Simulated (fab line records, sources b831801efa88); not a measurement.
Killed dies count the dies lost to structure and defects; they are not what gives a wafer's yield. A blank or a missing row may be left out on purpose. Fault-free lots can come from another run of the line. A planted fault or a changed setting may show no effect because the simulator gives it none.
fab line records	flow sky130
[record] lots = 6	wafers = 18	last-day = 50
route steps=708 shown SONOS_ONO@181 GATE_OXIDE@187 PAD_OPEN@708
lots that met no fault: from a run of the same line without faults
start-h: start of the lot's first displayed wafer, in hours after the record's first day	wait-h: how many hours have passed since the lot's step before this one	" the same as in the row above	L1.1+2: several wafers, shown together as one row	- no value, or no start given	* or withheld: withheld	< > ~ a bound
route shown NAME@n: names a module that has steps shown in the file, with the first one's number in the route	usual: average and standard deviation across the fault-free wafers	same: alike in all rows	chamber/n: place in a boat	sites: the reading at each site	_std_site: standard deviation of those values	_edge_site: the outer-site mean with the inner-site mean subtracted	radius-mm: how far each site lies from the wafer's centre	mask NAME#n: copy n	behind: tool/chamber where the wafer was last shaped	hold: what put the lot on hold/how long, in hours/how the hold closed	device: the n, p or np transistor that did not switch	end of line: tests of these same wafers at the route's end	for a step that has no rows: nothing shown but its recipe	killed: count of dies lost to structure and defects at first sort (not the wafer's yield)	map: a wafer's dies, marking killed ones x, the rest . and places with no die _
set.NAME: the setting as run; set.NAME@STEP: as run at that earlier step	model.NAME: the simulator's own value behind a step, which no gauge read
lots at selected steps of the route; one table per step, one row per wafer
services: from which hour (start-h, from the record's first day; less than 0 if before it) a tool's chamber was out of use, for how many hours, and why
[[steps]]
[step SKY_SONOS_ONO_CD_MEAS_13]
[recipe] target-cd-nm = 410
[usual] cd-nm = 409.6/2.1
lot.wafer	tool	chamber	start-h	wait-h	cd-nm
L482.1	cd-sem-01	-	287.15	0.1	410.6
L482.2	"	-	"	"	412.1
L482.6	"	-	"	"	409.8
L489.3	cd-sem-01	-	339.95	0.1	410.0
L489.5	"	-	"	"	410.3
L489.6	"	-	"	"	411.2
L492.3	cd-sem-01	-	372.29	0.1	410.4
L492.4	"	-	"	"	409.1
L492.5	"	-	"	"	409.9
L493.1	cd-sem-02	-	376.16	0.1	408.7
L493.3	"	-	"	"	408.3
L493.6	"	-	"	"	411.1
L503.1	cd-sem-02	-	461.40	0.1	405.6
L503.4	"	-	"	"	408.2
L503.5	"	-	"	"	408.0
L504.1	cd-sem-01	-	465.13	0.1	409.1
L504.2	"	-	"	"	408.8
L504.5	"	-	"	"	410.4
[step SKY_SONOS_ONO_OVL_MEAS_14]
[usual] SONOS_ONO_OVL = -0.6/1.3
lot.wafer	tool	chamber	start-h	wait-h	SONOS_ONO_OVL[nm]
L482.1	overlay-02	-	287.27	0.1	-2.5
L482.2	"	-	"	"	-2.0
L482.6	"	-	"	"	-1.4
L489.3	overlay-02	-	340.05	0.1	1.0
L489.5	"	-	"	"	-0.1
L489.6	"	-	"	"	-1.1
L492.3	overlay-02	-	372.38	0.1	-0.6
L492.4	"	-	"	"	0.8
L492.5	"	-	"	"	0.4
L493.1	overlay-02	-	376.28	0.1	-1.7
L493.3	"	-	"	"	-0.4
L493.6	"	-	"	"	0.4
L503.1	overlay-02	-	461.52	0.1	-0.6
L503.4	"	-	"	"	0.4
L503.5	"	-	"	"	-1.1
L504.1	overlay-01	-	465.25	0.1	-0.7
L504.2	"	-	"	"	-1.3
L504.5	"	-	"	"	-0.7
[step SKY_SONOS_ONO_ETCH_15]
[recipe] target-depth-nm = 19.52	chemistry = CHF3/O2	source-w = 600	bias-w = 200	pressure-mtorr = 40	chf3-flow-sccm = 50	O2_flow_sccm = 5	time-s = 7.8
[usual] chf3-flow-sccm = 50.01/0.14	drypump-motor-current-A = 5.7/0.41	oes-product-au = 1.001/0.012	throttle-valve-pct = 8.825/0.01
lot.wafer	tool	chamber	start-h	wait-h	chf3-flow-sccm	drypump-motor-current-A	oes-product-au	rf-hours-counter-h	throttle-valve-pct
L482.1	rie-diel-01	2	287.30	0.0	49.70	5.9	0.989	57	8.817
L482.2	"	0	"	"	50.14	6.0	0.998	9	8.835
L482.6	"	0	"	"	50.09	5.9	0.994	-	8.818
L489.3	rie-diel-04	0	340.07	0.0	49.97	5.7	1.007	6	8.829
L489.5	"	1	"	"	50.18	6.5	0.999	-	8.828
L489.6	"	0	"	"	49.95	5.7	0.994	-	8.822
L492.3	rie-diel-01	3	372.40	0.0	49.80	5.5	1.005	2	8.819
L492.4	"	1	"	"	50.08	5.7	1.020	112	8.821
L492.5	"	2	"	"	50.10	5.9	0.983	-	8.827
L493.1	rie-diel-02	2	376.32	0.0	49.94	5.6	1.017	18	8.818
L493.3	"	1	"	"	50.01	5.1	1.013	37	8.821
L493.6	"	3	"	"	50.03	6.5	1.003	-	8.822
L503.1	rie-diel-02	2	461.55	0.0	49.77	5.6	1.000	20	8.821
L503.4	"	1	"	"	50.08	5.1	0.999	39	8.824
L503.5	"	0	"	"	49.96	5.1	0.996	-	8.833
L504.1	rie-diel-04	0	465.29	0.0	50.29	5.7	0.984	8	8.800
L504.2	"	1	"	"	50.08	6.5	1.001	69	8.827
L504.5	"	0	"	"	50.26	5.7	0.985	-	8.808
[step SKY_SONOS_ONO_WET_ETCH_16]
[recipe] chemistry = dHF	target-depth-nm = 14	dry = n2-spin	target = SiO2	dilution = 100:1	temp-c = 25	time-s = 276
[step SKY_SONOS_ONO_STRIP_17]
[recipe] chemistry = O2/N2	power-w = 1400	pressure-mtorr = 1500	platen-temp-c = withheld	o2-flow-sccm = 3000	n2-flow-sccm = 300	overash-fraction = 0.5
[usual] drypump-motor-current-A = 6.1/0.42	oes-product-au = 0.711/0.0044	strip-time-to-endpoint-s = 14.10/0.038
lot.wafer	tool	chamber	start-h	wait-h	drypump-motor-current-A	oes-product-au	rf-hours-counter-h	strip-time-to-endpoint-s
L482.1	plasma-asher-02	0	287.41	0.0	6.3	0.719	47	14.09
L482.2	"	1	"	"	6.2	0.708	47	14.10
L482.6	"	0	"	"	6.3	0.716	-	14.15
L489.3	plasma-asher-01	1	340.30	0.0	6.3	0.712	-	14.01
L489.5	"	0	"	"	5.5	0.710	-	14.06
L489.6	"	1	"	"	6.3	0.707	-	14.03
L492.3	plasma-asher-01	1	372.55	0.0	6.3	0.719	-	14.08
L492.4	"	0	"	"	5.5	0.715	-	14.02
L492.5	"	0	"	"	5.5	0.706	-	14.12
L493.1	plasma-asher-03	1	376.43	0.0	6.8	0.706	67	14.14
L493.3	"	0	"	"	5.7	0.711	-	14.09
L493.6	"	1	"	"	6.8	0.706	-	14.09
L503.1	plasma-asher-03	1	461.67	0.0	6.8	0.703	4	14.10
L503.4	"	1	"	"	6.8	0.711	-	14.12
L503.5	"	0	"	"	5.7	0.705	-	14.17
L504.1	plasma-asher-03	0	465.39	0.0	5.8	0.714	4	14.11
L504.2	"	1	"	"	6.8	0.718	4	14.04
L504.5	"	0	"	"	5.7	0.702	-	14.08
[step SKY_SONOS_ONO_WET_ETCH_18]
[recipe] chemistry = H3PO4	target-depth-nm = 15	target = Si3N4	temp-c = 160	time-s = 172
[step SKY_GATE_OXIDE_CLEAN_00]
[recipe] chemistry = SC1/SC2	mix = 1:4:20	temp-c = 70	time-s = 150	dry = n2-spin
[step SKY_GATE_OXIDE_OXIDATION_01]
[recipe] temp-c = 900	ambient = O2	stabilise-s = 600	purge-s = 300	target-thk-a = 102.68	ox-time-s = 1473
[step SKY_GATE_OXIDE_THK_MEAS_02]
[recipe] reads = SiO2_of_GATE_OXIDE_OXIDATION_01
[usual] GATE_OXIDE_OXIDATION_00_THK = 10.28/0.21
lot.wafer	tool	chamber	start-h	wait-h	GATE_OXIDE_OXIDATION_00_THK[nm]
L482.1	film-metro-01	-	289.03	0.0	9.92
L482.2	"	-	"	"	9.80
L482.6	"	-	"	"	9.87
L489.3	film-metro-02	-	343.90	0.0	9.89
L489.5	"	-	"	"	10.07
L489.6	"	-	"	"	10.05
L492.3	film-metro-01	-	374.56	0.0	10.28
L492.4	"	-	"	"	10.16
L492.5	"	-	"	"	10.31
L493.1	film-metro-03	-	378.86	0.0	10.54
L493.3	"	-	"	"	10.39
L493.6	"	-	"	"	10.47
L503.1	film-metro-02	-	463.52	0.0	10.13
L503.4	"	-	"	"	9.98
L503.5	"	-	"	"	9.94
L504.1	film-metro-02	-	467.88	0.0	10.39
L504.2	"	-	"	"	10.38
L504.5	"	-	"	"	10.36
[step SKY_GATE_OXIDE_DEHYDRATE_03]
[recipe] temp-c = 200	time-s = 60
[step SKY_GATE_OXIDE_HMDS_04]
[recipe] prime-time-s = 60	prime-temp-c = 120
[step SKY_GATE_OXIDE_COAT_05]
[recipe] resist = NOVOLAK	spin-rpm = 3000	resist-thk-nm = 1140
[step SKY_GATE_OXIDE_SOFTBAKE_06]
[recipe] temp-c = 90	time-s = 60	resist = NOVOLAK
[usual] chill-plate-temp-C = 23.02/0.098	heater-power-total-W = 56.59/0.046	plate-temp-C = 89.99/0.11
lot.wafer	tool	chamber	start-h	wait-h	chill-plate-temp-C	heater-power-total-W	plate-temp-C	model.NOVOLAK_of_GATE_OXIDE_COAT_05.thk-nm
L482.1	litho-track-04	0	301.70	0.1	23.08	56.58	89.89	1142
L482.2	"	0	"	"	23.17	56.60	90.12	1142
L482.6	"	0	"	"	23.16	56.62	90.23	1143
L489.3	litho-track-03	0	357.55	0.1	22.95	56.68	89.98	1141
L489.5	"	0	"	"	22.97	56.55	90.01	1139
L489.6	"	0	"	"	23.10	56.66	90.08	1137
L492.3	litho-track-03	0	388.10	0.1	23.11	59.03	92.73	1131
L492.4	"	0	"	"	22.97	59.02	92.81	1130
L492.5	"	0	"	"	23.01	58.95	92.74	1131
L493.1	litho-track-03	0	393.10	0.1	22.89	59.07	92.71	1137
L493.3	"	0	"	"	23.04	58.96	92.75	1140
L493.6	"	0	"	"	22.96	59.06	92.59	1138
L503.1	litho-track-04	0	478.85	0.1	23.03	56.70	90.11	1141
L503.4	"	0	"	"	23.10	56.60	90.16	1139
L503.5	"	0	"	"	22.99	56.61	89.98	1138
L504.1	litho-track-04	0	481.85	0.1	23.05	56.62	90.00	1136
L504.2	"	0	"	"	23.24	56.60	89.97	1142
L504.5	"	0	"	"	23.15	56.57	89.81	1138
[step SKY_GATE_OXIDE_EXPOSE_07]
[recipe] mask-id = LVOM	na = 0.6	source-shape = conventional	sigma-outer = 0.6	polarization = unpolarized	target-cd-nm = 600	dose-mj = 170
[step SKY_GATE_OXIDE_PEB_08]
[recipe] temp-c = withheld	time-s = *	resist = NOVOLAK
[step SKY_GATE_OXIDE_DEVELOP_09]
[recipe] resist = NOVOLAK	developer = TMAH	develop-time-s = 60	dev-temp-c = 23
[usual] chill-plate-temp-C = 22.98/0.11
lot.wafer	tool	chamber	start-h	wait-h	chill-plate-temp-C	model.NOVOLAK_of_GATE_OXIDE_COAT_05.thk-nm
L482.1	litho-track-01	0	314.53	0.1	22.92	1141
L482.2	"	0	"	"	23.13	1142
L482.6	"	0	"	"	23.14	1143
L489.3	litho-track-01	0	371.43	0.1	22.87	1140
L489.5	"	0	"	"	22.83	1139
L489.6	"	0	"	"	22.85	1136
L492.3	litho-track-01	0	403.08	0.1	22.88	1130
L492.4	"	0	"	"	22.84	1129
L492.5	"	0	"	"	23.02	1131
L493.1	litho-track-03	0	407.45	0.1	23.13	1137
L493.3	"	0	"	"	23.16	1140
L493.6	"	0	"	"	22.93	1138
L503.1	litho-track-03	0	494.30	0.1	23.10	1140
L503.4	"	0	"	"	23.01	1139
L503.5	"	0	"	"	23.09	1137
L504.1	litho-track-01	0	497.83	0.1	22.90	1136
L504.2	"	0	"	"	22.92	1141
L504.5	"	0	"	"	22.83	1138
[step SKY_GATE_OXIDE_OVL_MEAS_10]
[usual] GATE_OXIDE_OVL = 0.2/1.4
lot.wafer	tool	chamber	start-h	wait-h	GATE_OXIDE_OVL[nm]
L482.1	overlay-01	-	314.68	0.1	0.1
L482.2	"	-	"	"	0.2
L482.6	"	-	"	"	0.5
L489.3	overlay-01	-	371.54	0.1	1.9
L489.5	"	-	"	"	-0.5
L489.6	"	-	"	"	-0.6
L492.3	overlay-01	-	403.19	0.1	1.6
L492.4	"	-	"	"	0.3
L492.5	"	-	"	"	0.7
L493.1	overlay-01	-	407.60	0.1	1.3
L493.3	"	-	"	"	0.4
L493.6	"	-	"	"	0.4
L503.1	overlay-02	-	494.45	0.1	-0.7
L503.4	"	-	"	"	0.3
L503.5	"	-	"	"	0.1
L504.1	overlay-01	-	497.98	0.1	-0.5
L504.2	"	-	"	"	-1.6
L504.5	"	-	"	"	-1.3
[step SKY_PAD_OPEN_PROBE_99]
[usual] killed_at_M0_to_M3 = 44/7.4	killed_at_M4_up = 3.2/1.8	killed-at-contacts = 25/5.2	killed-at-front-end = 15/4.5	killed-at-other = 0.2/0.43	killed-dies = 87/9.6	killed-on-rim = 17/3.9	killed-open = 48/7.6	killed-short = 40/5.7
[same] gross-dies = 492	killed-at-back-side = 0
lot.wafer	tool	chamber	start-h	wait-h	killed_at_M0_to_M3	killed_at_M4_up	killed-at-contacts	killed-at-front-end	killed-at-other	killed-dies	killed-on-rim	killed-open	killed-short
L482.1	prober-02	-	1082.51	0.1	50	6	21	12	0	89	16	49	40
L482.2	prober-02	-	1082.56	0.1	40	0	25	14	0	79	15	42	37
L482.6	prober-02	-	1082.76	0.2	40	2	28	18	0	88	14	59	29
L492.3	prober-02	-	1142.62	0.2	40	3	30	16	0	89	19	55	34
L492.4	prober-02	-	1142.67	0.2	32	0	21	12	0	65	10	36	29
L492.5	prober-02	-	1142.72	0.2	44	3	27	23	0	97	15	52	45
L493.1	prober-01	-	1146.71	0.1	46	4	16	12	0	78	11	43	35
L493.3	prober-01	-	1146.81	0.2	35	9	27	22	0	93	26	49	44
L493.6	prober-01	-	1146.96	0.2	44	3	14	14	0	75	11	35	40
// killed by level:class
L482.1 VIA1:geometric-particle:open=10 CONTACT:geometric-particle:open=7 METAL2:geometric-particle:short=7 LI_CONTACT:geometric-particle:open=6 METAL1:geometric-particle:short=6 VIA2:geometric-particle:open=5 POLY_GATE:geometric-particle:open=4 LOCAL_INTERCONNECT:geometric-particle:short=4
L482.2 CONTACT:geometric-particle:open=10 LI_CONTACT:geometric-particle:open=7 VIA1:geometric-particle:short=7 FIELD_ISO:geometric-particle:short=6 VIA2:geometric-particle:open=6 METAL2:geometric-particle:short=5 VIA3:geometric-particle:open=5 CONTACT:geometric-particle:short=4
L482.6 VIA1:geometric-particle:open=13 CONTACT:geometric-particle:open=10 VIA3:geometric-particle:open=10 LI_CONTACT:geometric-particle:open=9 FIELD_ISO:geometric-particle:open=5 METAL1:geometric-particle:short=5 SPACER:geometric-particle:open=4 LOCAL_INTERCONNECT:geometric-particle:short=4
L492.3 VIA1:geometric-particle:open=16 LI_CONTACT:geometric-particle:open=13 METAL1:geometric-particle:short=7 LI_CONTACT:geometric-particle:short=6 VIA2:geometric-particle:open=6 CONTACT:geometric-particle:short=5 CONTACT:geometric-particle:open=5 FIELD_ISO:geometric-particle:short=4
L492.4 VIA2:geometric-particle:open=8 CONTACT:geometric-particle:open=7 FIELD_ISO:geometric-particle:short=6 LI_CONTACT:geometric-particle:open=6 VIA1:geometric-particle:open=6 CONTACT:geometric-particle:short=5 METAL1:geometric-particle:short=4 VIA3:geometric-particle:open=4
L492.5 CONTACT:geometric-particle:open=11 FIELD_ISO:geometric-particle:open=8 METAL1:geometric-particle:short=7 VIA1:geometric-particle:open=7 VIA2:geometric-particle:open=6 VIA3:geometric-particle:open=6 FIELD_ISO:geometric-particle:short=5 LI_CONTACT:geometric-particle:short=5
L493.1 VIA1:geometric-particle:open=15 CONTACT:geometric-particle:open=9 METAL2:geometric-particle:short=8 METAL1:geometric-particle:short=7 VIA3:geometric-particle:open=6 POLY_GATE:geometric-particle:short=5 FIELD_ISO:geometric-particle:open=3 VIA2:geometric-particle:open=3
L493.3 CONTACT:geometric-particle:open=12 VIA1:geometric-particle:open=10 POLY_GATE:geometric-particle:open=9 METAL2:geometric-particle:short=9 LI_CONTACT:geometric-particle:open=8 METAL4:geometric-particle:short=7 FIELD_ISO:geometric-particle:short=4 CONTACT:geometric-particle:short=4
L493.6 VIA1:geometric-particle:open=11 METAL2:geometric-particle:short=8 CONTACT:geometric-particle:open=5 VIA3:geometric-particle:short=5 VIA3:geometric-particle:open=4 METAL1:geometric-particle:short=4 VIA1:geometric-particle:short=4 SPACER:geometric-particle:open=3
[[services]]
tool	chamber	start-h	hours	kind
plasma-asher-03	-	269.32	1.4	repair
plasma-asher-02	-	272.30	10.8	repair
rie-diel-04	1	276.82	18.4	repair
plasma-asher-03	-	314.18	2.8	pm
rie-diel-04	-	319.53	2.8	pm
rie-diel-01	2	320.62	3.1	repair
rie-diel-04	2	323.63	16.6	repair
rie-diel-04	1	325.44	4.7	repair
rie-diel-02	0	332.10	1.6	repair
rie-diel-04	1	333.34	1.4	repair
rie-diel-02	3	343.39	12.2	repair
rie-diel-04	3	345.24	5.5	repair
plasma-asher-02	-	378.95	1.7	repair
rie-diel-02	1	384.22	17.6	repair
plasma-asher-03	-	386.08	3.9	repair
rie-diel-04	2	394.00	3.2	repair
rie-diel-04	1	396.01	8.5	repair
plasma-asher-01	-	414.34	14.6	pm
plasma-asher-03	-	421.25	9.0	pm
plasma-asher-03	0	421.25	9.0	vent-cycle
plasma-asher-03	1	421.25	9.0	vent-cycle
rie-diel-01	2	422.46	1.4	repair
plasma-asher-02	-	439.47	21.2	repair
plasma-asher-01	-	453.33	28.1	pm
[[key]]
[first-sign] step = SKY_GATE_OXIDE_SOFTBAKE_06	reading = heater-power-total-W	direction = up	sigmas = 53	usual = *	struck = *
[effect] step = SKY_GATE_OXIDE_SOFTBAKE_06	reading = plate-temp-C	direction = up	sigmas = 24	usual = *	struck = *
[model-effect] step = SKY_GATE_OXIDE_SOFTBAKE_06	value = NOVOLAK_of_GATE_OXIDE_COAT_05.thk-nm	without = 1143	struck = 1135
[model-effect] step = SKY_GATE_OXIDE_DEVELOP_09	value = NOVOLAK_of_GATE_OXIDE_COAT_05.thk-nm	without = 1143	struck = 1134
met-at SKY_GATE_OXIDE_SOFTBAKE_06
struck-wafers L492.3,L492.4,L492.5,L493.1,L493.3,L493.6
tester-left-out L492,L493
onset-between 357.55 388.10
[fault] kind = process-parameter-drift	tool = litho-track-03	chamber = -	onset-h = 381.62	steps = SKY_GATE_OXIDE_SOFTBAKE_06	channel = temp-c	offset = *	shape = step	end-h = 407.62	acts-in = *	stated = *
// tester-left-out: of these lots the tester's yield and bins aren't shown, on N5 and GAA mostly nor the transistor test; their killed dies are dies lost to structure and defects alone, not to doping, threshold or leakage, so they don't give the yield
